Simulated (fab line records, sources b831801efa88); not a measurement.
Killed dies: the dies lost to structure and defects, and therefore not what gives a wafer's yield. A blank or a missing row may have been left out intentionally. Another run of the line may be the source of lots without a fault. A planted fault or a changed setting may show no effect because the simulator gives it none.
fab line records	flow sky130
record: lots: 11	wafers: 33	last_day: 49
route steps=708 shown VIA1@474 METAL2@498 VIA2@507 PAD_OPEN@708
lots untouched by any fault: they come from a run of this same line in which no faults occurred
start_h: the number of hours between the record's first day and the start of the first shown wafer of the lot	wait_h: hours elapsed since this lot's preceding step	" as in the row above	L1.1+2: a row that stands for several wafers	- no value, or no start given	* or withheld: withheld	< > ~ a bound
route shown NAME@n: NAME is a module with steps in the file, n the number in the route of the first one	usual: mean and standard deviation over wafers with no fault	same: alike in all rows	chamber/n: place in a boat	sites: readings site by site	_std_site: the standard deviation of these	_edge_site: inner sites' mean taken away from outer sites' mean	radius_mm: how far each site lies from the wafer's centre	mask NAME#n: copy n	behind: tool/chamber where the wafer was last shaped	hold: what put the lot on hold/how long, in hours/how the hold closed	device: the n, p or np transistor that did not switch	end of line: at the end of the route, the tests of the same wafers	a step given without rows: its recipe and nothing more	killed: dies that structure and defects cost at the first sort, which is not the same as the wafer's yield	map: the dies of a wafer, with x for killed, . for not killed, _ for no die there
set.NAME: the setting as run; set.NAME@STEP: as run at that earlier step	model.NAME: the simulator's own value behind a step, which no gauge read
the route's steps for a sample of lots (tables are steps, rows are wafers)
services: the hour from which a tool's chamber was out of use, counted from the record's first day as start_h (under 0 if before that day), plus the number of hours and why
== steps ==
step: SKY_VIA1_STRIP_16
recipe: chemistry: O2/N2	power_w: 1400	pressure_mtorr: 1500	platen_temp_c: withheld	o2_flow_sccm: 3000	n2_flow_sccm: 300	overash_fraction: 0.5
usual: drypump_motor_current_A: 5.64/0.26	oes_product_au: 0.416/0.004	strip_time_to_endpoint_s: 4.467/0.025
lot.wafer	tool	chamber	start_h	wait_h	drypump_motor_current_A	oes_product_au	rf_hours_counter_h	strip_time_to_endpoint_s
L130.2	plasma_asher-03	0	797.99	0.0	5.95	0.417	99	4.448
L130.5	"	1	"	"	5.94	0.419	-	4.503
L130.6	"	0	"	"	5.94	0.413	-	4.463
L131.2	plasma_asher-04	1	805.96	0.0	5.25	0.415	7	4.433
L131.3	"	0	"	"	5.74	0.417	-	4.497
L131.4	"	1	"	"	5.23	0.415	-	4.511
L133.2	plasma_asher-04	1	822.95	0.0	5.27	0.415	9	4.492
L133.3	"	1	"	"	5.25	0.413	-	4.436
L133.6	"	1	"	"	5.27	0.414	-	4.485
L134.2	plasma_asher-03	1	824.29	0.0	5.90	0.417	102	4.503
L134.3	"	1	"	"	5.88	0.416	-	4.477
L134.5	"	1	"	"	5.89	0.419	-	4.480
L135.2	plasma_asher-03	1	827.35	0.0	5.85	0.421	102	4.471
L135.5	"	1	"	"	5.87	0.412	-	4.483
L135.6	"	0	"	"	5.96	0.417	-	4.476
L136.2	plasma_asher-02	1	843.69	0.0	5.57	0.411	72	4.450
L136.4	"	1	"	"	5.58	0.419	-	4.457
L136.6	"	1	"	"	5.57	0.415	-	4.445
L137.3	plasma_asher-02	0	850.09	0.1	5.43	0.421	-	4.464
L137.4	"	1	"	"	5.58	0.413	-	4.440
L137.6	"	1	"	"	5.59	0.421	-	4.461
L139.1	plasma_asher-02	1	856.64	0.0	5.57	0.413	73	4.473
L139.3	"	1	"	"	5.56	0.414	-	4.444
L139.5	"	1	"	"	5.57	0.414	-	4.461
L140.2	plasma_asher-02	1	867.84	0.0	5.56	0.420	74	4.478
L140.4	"	1	"	"	5.55	0.410	-	4.467
L140.6	"	0	"	"	5.42	0.416	-	4.462
L149.2	plasma_asher-04	0	939.79	0.0	5.73	0.416	20	4.480
L149.5	"	0	"	"	5.72	0.416	-	4.458
L149.6	"	1	"	"	5.25	0.417	-	4.522
L150.1	plasma_asher-03	1	940.86	0.0	5.90	0.419	114	4.466
L150.5	"	1	"	"	5.89	0.418	-	4.503
L150.6	"	0	"	"	5.97	0.413	-	4.454
step: SKY_VIA1_SPUTTER_20
recipe: material: TiN	target_thk_nm: 20	chamber_pressure_pa: 5	power_w: 4000	time_s: 80
usual: throttle_valve_pct: 30.0/1
same: time_s: 80
lot.wafer	tool	chamber	start_h	wait_h	throttle_valve_pct
L130.2	pvd_sputter-01	-	798.58	0.0	30.3
L130.5	"	-	"	"	32.0
L130.6	"	-	"	"	30.4
L131.2	pvd_sputter-01	-	806.59	0.0	31.7
L131.3	"	-	"	"	31.0
L131.4	"	-	"	"	30.4
L133.2	pvd_sputter-04	-	823.55	0.0	30.5
L133.3	"	-	"	"	27.3
L133.6	"	-	"	"	30.5
L134.2	pvd_sputter-02	-	824.88	0.0	29.4
L134.3	"	-	"	"	29.7
L134.5	"	-	"	"	29.3
L135.2	pvd_sputter-02	-	827.95	0.0	30.1
L135.5	"	-	"	"	29.9
L135.6	"	-	"	"	29.3
L136.2	pvd_sputter-01	-	844.28	0.0	31.3
L136.4	"	-	"	"	30.2
L136.6	"	-	"	"	31.0
L137.3	pvd_sputter-02	-	850.65	0.0	29.2
L137.4	"	-	"	"	28.8
L137.6	"	-	"	"	29.7
L139.1	pvd_sputter-04	-	857.23	0.0	27.7
L139.3	"	-	"	"	30.6
L139.5	"	-	"	"	30.5
L140.2	pvd_sputter-02	-	868.43	0.0	30.0
L140.4	"	-	"	"	29.6
L140.6	"	-	"	"	29.5
L149.2	pvd_sputter-04	-	940.38	0.0	30.2
L149.5	"	-	"	"	30.8
L149.6	"	-	"	"	27.6
L150.1	pvd_sputter-02	-	941.45	0.0	29.5
L150.5	"	-	"	"	29.3
L150.6	"	-	"	"	29.1
step: SKY_METAL2_CD_MEAS_15
recipe: target_cd_nm: 140
usual: cd_nm: 139.7/1.8
lot.wafer	tool	chamber	start_h	wait_h	cd_nm
L130.2	cd_sem-01	-	825.93	-	138.9
L130.5	"	-	"	"	137.3
L130.6	"	-	"	"	138.9
L131.2	cd_sem-02	-	832.90	-	141.5
L131.3	"	-	"	"	138.5
L131.4	"	-	"	"	140.6
L133.2	cd_sem-01	-	850.42	-	139.5
L133.3	"	-	"	"	140.3
L133.6	"	-	"	"	140.4
L134.2	cd_sem-01	-	852.20	-	140.2
L134.3	"	-	"	"	139.2
L134.5	"	-	"	"	139.9
L135.2	cd_sem-01	-	855.60	-	141.3
L135.5	"	-	"	"	142.2
L135.6	"	-	"	"	141.7
L136.2	cd_sem-01	-	871.40	-	136.8
L136.4	"	-	"	"	136.9
L136.6	"	-	"	"	138.6
L137.3	cd_sem-02	-	877.15	-	137.9
L137.4	"	-	"	"	138.2
L137.6	"	-	"	"	137.1
L139.1	cd_sem-01	-	884.40	-	140.3
L139.3	"	-	"	"	140.3
L139.5	"	-	"	"	142.4
L140.2	cd_sem-02	-	895.60	-	143.4
L140.4	"	-	"	"	143.8
L140.6	"	-	"	"	145.1
L149.2	cd_sem-01	-	965.98	-	138.9
L149.5	"	-	"	"	139.3
L149.6	"	-	"	"	140.2
L150.1	cd_sem-02	-	966.25	-	139.6
L150.5	"	-	"	"	140.5
L150.6	"	-	"	"	139.0
step: SKY_VIA2_HDPCVD_00
recipe: material: SiO2	target_thk_nm: 1180	sigma_open_frac: 0.3	time_s: 196.7	temp_c: 400	sih4_flow_sccm: 60	pressure_mtorr: 6
usual: susceptor_temp_C: 400.00/0.2
same: time_s: 196.7
lot.wafer	tool	chamber	start_h	wait_h	susceptor_temp_C
L130.2	hdpcvd-02	1	827.38	0.0	399.82
L130.5	"	2	"	"	400.21
L130.6	"	0	"	"	400.30
L131.2	hdpcvd-02	0	834.03	0.0	400.00
L131.3	"	1	"	"	399.93
L131.4	"	1	"	"	399.80
L133.2	hdpcvd-01	2	851.51	0.0	399.67
L133.3	"	1	"	"	400.12
L133.6	"	0	"	"	400.10
L134.2	hdpcvd-02	1	853.11	0.0	400.10
L134.3	"	0	"	"	400.19
L134.5	"	2	"	"	400.27
L135.2	hdpcvd-01	1	856.51	0.0	400.13
L135.5	"	0	"	"	399.86
L135.6	"	2	"	"	399.96
L136.2	hdpcvd-01	2	872.71	0.0	400.04
L136.4	"	2	"	"	400.20
L136.6	"	0	"	"	399.94
L137.3	hdpcvd-02	0	878.35	0.0	399.85
L137.4	"	2	"	"	399.98
L137.6	"	1	"	"	400.22
L139.1	hdpcvd-01	0	885.36	0.0	399.56
L139.3	"	1	"	"	399.71
L139.5	"	0	"	"	400.26
L139.1	hdpcvd-01	0	885.65	0.2	400.06
L139.3	"	1	"	"	400.10
L139.5	"	0	"	"	400.02
L140.2	hdpcvd-02	2	896.70	0.0	400.55
L140.4	"	1	"	"	399.82
L140.6	"	2	"	"	399.92
L140.2	hdpcvd-02	2	896.99	0.2	400.51
L140.4	"	1	"	"	400.24
L140.6	"	2	"	"	400.40
L149.2	hdpcvd-01	1	966.90	0.0	400.18
L149.5	"	2	"	"	399.83
L149.6	"	0	"	"	400.04
L150.1	hdpcvd-02	0	967.26	0.0	400.02
L150.5	"	1	"	"	399.78
L150.6	"	0	"	"	400.15
step: SKY_VIA2_THK_MEAS_01
recipe: reads: SiO2_of_VIA2_HDPCVD_00
usual: VIA2_HDPCVD_THK: 1187/11
lot.wafer	tool	chamber	start_h	wait_h	VIA2_HDPCVD_THK[nm]
L130.2	film_metro-01	-	827.51	0.1	1181
L130.5	"	-	"	"	1200
L130.6	"	-	"	"	1201
L131.2	film_metro-01	-	834.17	0.1	1193
L131.3	"	-	"	"	1185
L131.4	"	-	"	"	1179
L133.2	film_metro-03	-	851.65	0.1	1161
L133.3	"	-	"	"	1183
L133.6	"	-	"	"	1167
L134.2	film_metro-01	-	853.24	0.1	1180
L134.3	"	-	"	"	1186
L134.5	"	-	"	"	1189
L135.2	film_metro-02	-	856.64	0.1	1177
L135.5	"	-	"	"	1184
L135.6	"	-	"	"	1174
L136.2	film_metro-03	-	872.84	0.1	1180
L136.4	"	-	"	"	1181
L136.6	"	-	"	"	1199
L137.3	film_metro-03	-	878.50	0.1	1179
L137.4	"	-	"	"	1185
L137.6	"	-	"	"	1167
L139.1	film_metro-01	-	885.78	0.1	2385
L139.3	"	-	"	"	2384
L139.5	"	-	"	"	2391
L140.2	film_metro-03	-	897.13	0.1	2401
L140.4	"	-	"	"	2341
L140.6	"	-	"	"	2362
L149.2	film_metro-01	-	967.03	0.1	1197
L149.5	"	-	"	"	1185
L149.6	"	-	"	"	1188
L150.1	film_metro-02	-	967.39	0.1	1176
L150.5	"	-	"	"	1167
L150.6	"	-	"	"	1180
step: SKY_PAD_OPEN_PROBE_99
usual: defect_limited_yield: 82.4/1.8	killed_at_M0_to_M3: 44/6	killed_at_M4_up: 2.9/1.5	killed_at_contacts: 24/4.9	killed_at_front_end: 16/4.3	killed_at_other: 0.3/0.54	killed_dies: 87/8.7	killed_on_rim: 17/3.6	killed_open: 48/6.7	killed_short: 39/5.9	sort_bin_3_pad_short: 0.9/0.4	sort_bin_5_function: 10.5/1.5	sort_bin_6_memory: 6.2/1.1	sort_n_pass: 405/8.7	sort_yield_pct: 82.4/1.8
same: gross_dies: 492	killed_at_back_side: 0	sort_bin_4_leakage[%]: 0	sort_bin_8_speed[%]: 0
lot.wafer	tool	chamber	start_h	wait_h	defect_limited_yield[%]	killed_at_M0_to_M3	killed_at_M4_up	killed_at_contacts	killed_at_front_end	killed_at_other	killed_dies	killed_on_rim	killed_open	killed_short	sort_bin_3_pad_short[%]	sort_bin_5_function[%]	sort_bin_6_memory[%]	sort_n_pass	sort_yield_pct[%]
L130.2	prober-02	-	1081.68	0.1	80.7	45	3	22	25	0	95	24	57	38	0.8	11.4	7.1	397	80.7
L130.5	prober-02	-	1081.83	0.2	80.5	53	3	18	22	0	96	19	55	41	0.6	11.8	7.1	396	80.5
L130.6	prober-02	-	1081.88	0.2	81.7	43	4	23	20	0	90	16	47	43	1.2	10.4	6.7	402	81.7
L131.2	prober-01	-	1085.93	0.1	81.1	41	2	36	13	1	93	20	49	44	1.4	9.3	8.1	399	81.1
L131.3	prober-01	-	1085.98	0.2	82.9	40	3	28	12	1	84	13	44	40	0.4	11.4	5.3	408	82.9
L131.4	prober-01	-	1086.03	0.2	82.7	41	1	26	14	3	85	17	43	42	0.4	10.4	6.5	407	82.7
L133.2	prober-02	-	1101.98	0.1	81.1	43	4	32	14	0	93	19	53	40	1.4	10.6	6.9	399	81.1
L133.3	prober-02	-	1102.03	0.2	81.7	47	4	24	14	1	90	18	43	47	0.6	11.2	6.5	402	81.7
L133.6	prober-02	-	1102.18	0.2	83.5	36	2	26	17	0	81	21	46	35	0.2	9.6	6.7	411	83.5
L134.2	prober-01	-	1103.48	0.1	81.9	43	2	22	22	0	89	23	50	39	0.8	10.0	7.3	403	81.9
L134.3	prober-01	-	1103.53	0.2	82.5	35	0	26	25	0	86	19	46	40	0.6	9.8	7.1	406	82.5
L134.5	prober-01	-	1103.63	0.2	82.1	42	2	26	17	1	88	16	56	32	0.6	12.0	5.3	404	82.1
L135.2	prober-02	-	1103.48	0.1	81.9	52	1	21	15	0	89	18	57	32	1.2	11.6	5.3	403	81.9
L135.5	prober-02	-	1103.63	0.2	83.3	42	6	18	16	0	82	14	40	42	1.2	11.2	4.3	410	83.3
L135.6	prober-02	-	1103.68	0.2	83.7	35	5	22	18	0	80	18	46	34	0.2	11.4	4.7	412	83.7
L136.2	prober-02	-	1115.20	0.1	79.9	48	3	33	15	0	99	17	52	47	1.4	12.2	6.5	393	79.9
L136.4	prober-02	-	1115.30	0.2	82.5	42	1	34	8	1	86	15	51	35	1.0	8.7	7.7	406	82.5
L136.6	prober-02	-	1115.40	0.2	81.9	46	2	23	18	0	89	13	55	34	0.8	10.0	7.3	403	81.9
L137.3	prober-01	-	1120.30	0.2	81.3	47	6	18	21	0	92	22	53	38	1.0	10.0	7.7	400	81.3
L137.4	prober-01	-	1120.35	0.2	84.3	38	3	23	13	0	77	15	47	29	0	12.0	3.7	415	84.3
L137.6	prober-01	-	1120.45	0.2	82.5	46	3	19	18	0	86	9	47	39	0.2	10.2	7.1	406	82.5
L139.1	prober-01	-	1127.01	0.1	82.5	38	2	21	24	1	86	17	52	34	0.4	12.0	5.1	406	82.5
L139.3	prober-01	-	1127.11	0.2	83.5	38	1	23	19	0	81	11	46	35	1.4	7.1	7.9	411	83.5
L139.5	prober-01	-	1127.21	0.2	84.6	35	0	24	17	0	76	15	44	32	1.2	8.5	5.7	416	84.6
L140.2	prober-02	-	1135.50	0.1	83.1	46	2	22	13	0	83	14	42	40	0.8	11.2	4.9	409	83.1
L140.4	prober-02	-	1135.60	0.2	82.3	45	4	22	16	0	87	18	48	39	1.6	9.8	6.3	405	82.3
L140.6	prober-02	-	1135.70	0.2	81.5	53	2	19	17	0	91	22	52	39	0.4	10.2	7.9	401	81.5
L149.2	prober-01	-	1186.73	0.1	81.7	47	1	29	13	0	90	27	56	33	0.8	11.2	6.3	402	81.7
L149.5	prober-01	-	1186.88	0.2	83.3	41	4	27	10	0	82	15	45	37	0.8	8.7	7.1	410	83.3
L149.6	prober-01	-	1186.93	0.2	85.8	34	1	20	14	1	70	15	37	33	0.6	7.7	5.9	422	85.8
L150.1	prober-02	-	1187.38	0.1	81.7	50	0	23	17	0	90	15	55	35	1.2	11.4	5.7	402	81.7
L150.5	prober-02	-	1187.58	0.2	77.4	48	2	35	26	0	111	17	55	54	0.8	12.4	9.3	381	77.4
L150.6	prober-02	-	1187.63	0.2	82.1	41	2	29	16	0	88	21	48	40	0.8	11.0	6.1	404	82.1
killed by level:class
L130.2 VIA1:geometric_particle:open=12 CONTACT:geometric_particle:open=10 LI_CONTACT:geometric_particle:open=7 VIA1:geometric_particle:short=7 METAL1:geometric_particle:short=6 FIELD_ISO:geometric_particle:open=5 POLY_GATE:geometric_particle:short=5 POLY_GATE:geometric_particle:open=5
L130.5 VIA1:geometric_particle:open=15 VIA2:geometric_particle:open=9 CONTACT:geometric_particle:open=8 METAL2:geometric_particle:short=8 POLY_GATE:geometric_particle:short=7 VIA1:geometric_particle:short=6 VIA3:geometric_particle:open=5 FIELD_ISO:geometric_particle:open=4
L130.6 CONTACT:geometric_particle:open=9 VIA1:geometric_particle:short=7 VIA2:geometric_particle:open=6 VIA1:geometric_particle:open=6 FIELD_ISO:geometric_particle:open=5 POLY_GATE:geometric_particle:open=5 METAL1:geometric_particle:short=5 VIA3:geometric_particle:open=5
L131.2 VIA1:geometric_particle:open=13 CONTACT:geometric_particle:open=12 FIELD_ISO:geometric_particle:short=9 CONTACT:geometric_particle:short=9 LI_CONTACT:geometric_particle:open=8 VIA3:geometric_particle:open=5 METAL1:geometric_particle:short=5 VIA2:geometric_particle:short=5
L131.3 CONTACT:geometric_particle:open=14 VIA1:geometric_particle:open=11 CONTACT:geometric_particle:short=8 METAL2:geometric_particle:short=6 LI_CONTACT:geometric_particle:open=5 VIA2:geometric_particle:short=5 SPACER:geometric_particle:short=4 VIA3:geometric_particle:short=4
L131.4 VIA1:geometric_particle:open=16 CONTACT:geometric_particle:open=10 VIA1:geometric_particle:short=8 FIELD_ISO:geometric_particle:short=6 LI_CONTACT:geometric_particle:open=6 METAL1:geometric_particle:short=5 CONTACT:geometric_particle:short=4 LI_CONTACT:geometric_particle:short=3
L133.2 CONTACT:geometric_particle:open=11 VIA2:geometric_particle:open=10 LI_CONTACT:geometric_particle:open=9 VIA1:geometric_particle:open=8 LOCAL_INTERCONNECT:geometric_particle:short=7 VIA3:geometric_particle:open=6 FIELD_ISO:geometric_particle:short=5 METAL3:geometric_particle:short=5
L133.3 CONTACT:geometric_particle:short=10 VIA3:geometric_particle:open=10 POLY_GATE:geometric_particle:open=7 VIA2:geometric_particle:open=7 LOCAL_INTERCONNECT:geometric_particle:short=6 VIA2:geometric_particle:short=5 METAL2:geometric_particle:short=5 CONTACT:geometric_particle:open=4
L133.6 CONTACT:geometric_particle:open=9 VIA1:geometric_particle:open=9 FIELD_ISO:geometric_particle:short=6 METAL2:geometric_particle:short=6 VIA3:geometric_particle:open=6 CONTACT:geometric_particle:short=5 LI_CONTACT:geometric_particle:open=5 POLY_GATE:geometric_particle:open=5
L134.2 POLY_GATE:geometric_particle:open=10 LOCAL_INTERCONNECT:geometric_particle:short=8 VIA1:geometric_particle:open=7 VIA2:geometric_particle:open=6 CONTACT:geometric_particle:open=6 VIA3:geometric_particle:open=6 METAL1:geometric_particle:open=5 FIELD_ISO:geometric_particle:short=4
L135.2 VIA1:geometric_particle:open=17 LI_CONTACT:geometric_particle:open=8 CONTACT:geometric_particle:open=8 VIA3:geometric_particle:short=8 METAL1:geometric_particle:short=7 POLY_GATE:geometric_particle:open=6 VIA3:geometric_particle:open=5 VIA2:geometric_particle:open=4
L134.3 CONTACT:geometric_particle:open=11 VIA1:geometric_particle:open=9 POLY_GATE:geometric_particle:short=6 FIELD_ISO:geometric_particle:open=5 POLY_GATE:geometric_particle:open=5 VIA3:geometric_particle:open=5 LI_CONTACT:geometric_particle:open=5 FIELD_ISO:geometric_particle:short=4
L134.5 CONTACT:geometric_particle:open=11 VIA1:geometric_particle:open=10 LI_CONTACT:geometric_particle:open=8 VIA3:geometric_particle:open=8 VIA1:geometric_particle:short=7 VIA2:geometric_particle:open=6 CONTACT:geometric_particle:short=5 FIELD_ISO:geometric_particle:short=4
L135.5 METAL1:geometric_particle:short=9 LI_CONTACT:geometric_particle:open=8 VIA1:geometric_particle:open=7 VIA2:geometric_particle:open=6 FIELD_ISO:geometric_particle:short=5 VIA2:geometric_particle:short=5 CONTACT:geometric_particle:open=5 METAL2:geometric_particle:short=5
L135.6 CONTACT:geometric_particle:open=8 METAL1:geometric_particle:short=7 VIA1:geometric_particle:open=7 FIELD_ISO:geometric_particle:open=6 LI_CONTACT:geometric_particle:open=6 METAL2:geometric_particle:short=5 VIA3:geometric_particle:open=5 CONTACT:geometric_particle:short=4
L136.2 CONTACT:geometric_particle:open=11 METAL1:geometric_particle:short=11 VIA1:geometric_particle:open=9 LI_CONTACT:geometric_particle:open=8 VIA1:geometric_particle:short=7 VIA3:geometric_particle:open=7 CONTACT:geometric_particle:short=6 LOCAL_INTERCONNECT:geometric_particle:short=5
L136.4 CONTACT:geometric_particle:open=14 VIA2:geometric_particle:open=10 VIA1:geometric_particle:open=9 CONTACT:geometric_particle:short=7 LI_CONTACT:geometric_particle:open=6 LI_CONTACT:geometric_particle:short=4 METAL1:geometric_particle:short=4 VIA1:geometric_particle:short=4
L136.6 VIA1:geometric_particle:open=13 CONTACT:geometric_particle:open=10 METAL1:geometric_particle:short=8 LI_CONTACT:geometric_particle:open=6 VIA3:geometric_particle:open=6 FIELD_ISO:geometric_particle:short=5 VIA1:geometric_particle:short=5 SONOS_ONO:geometric_particle:open=4
L137.3 VIA1:geometric_particle:open=11 VIA2:geometric_particle:open=8 CONTACT:geometric_particle:open=7 POLY_GATE:geometric_particle:short=6 VIA3:geometric_particle:open=6 VIA1:geometric_particle:short=6 FIELD_ISO:geometric_particle:open=5 LI_CONTACT:geometric_particle:open=5
L137.4 VIA1:geometric_particle:open=15 CONTACT:geometric_particle:open=12 LI_CONTACT:geometric_particle:open=5 VIA1:geometric_particle:short=5 METAL3:geometric_particle:short=4 FIELD_ISO:geometric_particle:short=3 CONTACT:geometric_particle:short=3 VIA2:geometric_particle:short=3
L137.6 VIA1:geometric_particle:open=13 VIA2:geometric_particle:open=8 CONTACT:geometric_particle:short=7 CONTACT:geometric_particle:open=6 POLY_GATE:geometric_particle:short=6 VIA1:geometric_particle:short=5 LI_CONTACT:geometric_particle:open=4 METAL2:geometric_particle:short=4
L139.1 CONTACT:geometric_particle:open=11 VIA1:geometric_particle:open=9 METAL2:geometric_particle:short=7 FIELD_ISO:geometric_particle:open=6 LI_CONTACT:geometric_particle:open=6 VIA2:geometric_particle:open=6 VIA3:geometric_particle:open=5 FIELD_ISO:geometric_particle:short=4
L139.3 VIA3:geometric_particle:open=9 VIA1:geometric_particle:short=6 LI_CONTACT:geometric_particle:open=6 CONTACT:geometric_particle:short=6 VIA1:geometric_particle:open=6 POLY_GATE:geometric_particle:open=5 CONTACT:geometric_particle:open=5 VIA2:geometric_particle:open=4
L139.5 VIA1:geometric_particle:open=11 CONTACT:geometric_particle:open=7 FIELD_ISO:geometric_particle:open=6 CONTACT:geometric_particle:short=6 METAL2:geometric_particle:short=6 VIA2:geometric_particle:open=6 POLY_GATE:geometric_particle:short=5 LOCAL_INTERCONNECT:geometric_particle:short=5
L140.2 LI_CONTACT:geometric_particle:open=11 VIA1:geometric_particle:open=11 VIA1:geometric_particle:short=6 METAL1:geometric_particle:short=6 POLY_GATE:geometric_particle:short=5 VIA2:geometric_particle:open=5 METAL2:geometric_particle:short=5 VIA3:geometric_particle:open=5
L140.4 VIA1:geometric_particle:open=14 LOCAL_INTERCONNECT:geometric_particle:short=7 VIA3:geometric_particle:open=7 POLY_GATE:geometric_particle:open=5 CONTACT:geometric_particle:open=5 METAL2:geometric_particle:short=5 VIA2:geometric_particle:open=5 LI_CONTACT:geometric_particle:open=4
L140.6 VIA2:geometric_particle:open=13 VIA1:geometric_particle:open=10 LI_CONTACT:geometric_particle:open=8 VIA1:geometric_particle:short=8 POLY_GATE:geometric_particle:open=6 METAL2:geometric_particle:short=5 VIA3:geometric_particle:open=5 FIELD_ISO:geometric_particle:open=4
L149.2 VIA2:geometric_particle:open=13 LI_CONTACT:geometric_particle:open=13 VIA1:geometric_particle:open=11 CONTACT:geometric_particle:open=8 METAL1:geometric_particle:short=6 LI_CONTACT:geometric_particle:short=5 POLY_GATE:geometric_particle:short=4 VIA1:geometric_particle:short=4
L149.5 VIA1:geometric_particle:open=9 VIA2:geometric_particle:open=8 CONTACT:geometric_particle:open=6 METAL2:geometric_particle:short=6 VIA3:geometric_particle:open=6 LI_CONTACT:geometric_particle:open=5 LI_CONTACT:geometric_particle:short=5 CONTACT:geometric_particle:short=5
L149.6 CONTACT:geometric_particle:open=9 VIA1:geometric_particle:open=8 METAL1:geometric_particle:short=7 VIA2:geometric_particle:open=6 LI_CONTACT:geometric_particle:open=5 METAL2:geometric_particle:short=4 FIELD_ISO:geometric_particle:short=3 FIELD_ISO:geometric_particle:open=3
L150.1 VIA1:geometric_particle:open=11 LI_CONTACT:geometric_particle:open=10 FIELD_ISO:geometric_particle:open=9 VIA3:geometric_particle:open=8 METAL2:geometric_particle:short=7 METAL1:geometric_particle:short=6 CONTACT:geometric_particle:open=5 VIA2:geometric_particle:open=5
L150.5 LI_CONTACT:geometric_particle:open=9 METAL1:geometric_particle:short=9 VIA1:geometric_particle:open=9 CONTACT:geometric_particle:short=8 FIELD_ISO:geometric_particle:open=7 POLY_GATE:geometric_particle:open=7 POLY_GATE:geometric_particle:short=7 CONTACT:geometric_particle:open=7
L150.6 CONTACT:geometric_particle:open=19 VIA2:geometric_particle:open=9 VIA1:geometric_particle:open=6 METAL1:geometric_particle:short=6 POLY_GATE:geometric_particle:short=5 CONTACT:geometric_particle:short=5 FIELD_ISO:geometric_particle:short=4 VIA2:geometric_particle:short=4
== services ==
tool	chamber	start_h	hours	kind
plasma_asher-04	-	779.82	2.9	repair
hdpcvd-01	-	783.08	2.2	repair
pvd_sputter-01	-	824.31	1.1	repair
hdpcvd-01	-	833.40	0.5	repair
pvd_sputter-04	2	842.04	-	consumable_replace:kit
pvd_sputter-04	-	843.99	1.3	repair
hdpcvd-01	-	851.95	0.7	repair
pvd_sputter-02	-	868.80	0.9	repair
plasma_asher-02	-	881.10	0.7	repair
plasma_asher-03	-	885.83	1.0	repair
hdpcvd-01	2	888.11	21.9	repair
pvd_sputter-02	0	892.11	-	consumable_replace:kit
pvd_sputter-02	0	892.11	18.0	scheduled_down
pvd_sputter-02	0	892.11	18.0	vent_cycle
plasma_asher-02	-	902.27	7.9	repair
pvd_sputter-02	-	924.87	1.9	repair
pvd_sputter-04	-	936.09	3.5	repair
hdpcvd-01	-	950.25	15.0	pm
hdpcvd-01	0	950.25	15.0	vent_cycle
hdpcvd-01	1	950.25	15.0	vent_cycle
hdpcvd-01	2	950.25	15.0	vent_cycle
hdpcvd-01	0	965.25	-	clean
hdpcvd-01	1	965.25	-	clean
hdpcvd-01	2	965.25	-	clean
== key ==
first_sign: step: SKY_VIA2_HDPCVD_00	reading: visit	direction: added
effect: step: SKY_VIA2_THK_MEAS_01	reading: VIA2_HDPCVD_THK	direction: up	sigmas: 99+	usual: 1187	struck: 2377
met_at SKY_VIA2_HDPCVD_00
struck_lots L139,L140
not_acting_at SKY_VIA1_STRIP_16,SKY_VIA1_SPUTTER_20,SKY_METAL2_CD_MEAS_15
fault: kind: repeated_step_whole	tool: hdpcvd-01,hdpcvd-02	chamber: -	onset_h: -	steps: SKY_VIA2_HDPCVD_00	times: 1	scope: struck_lots_only
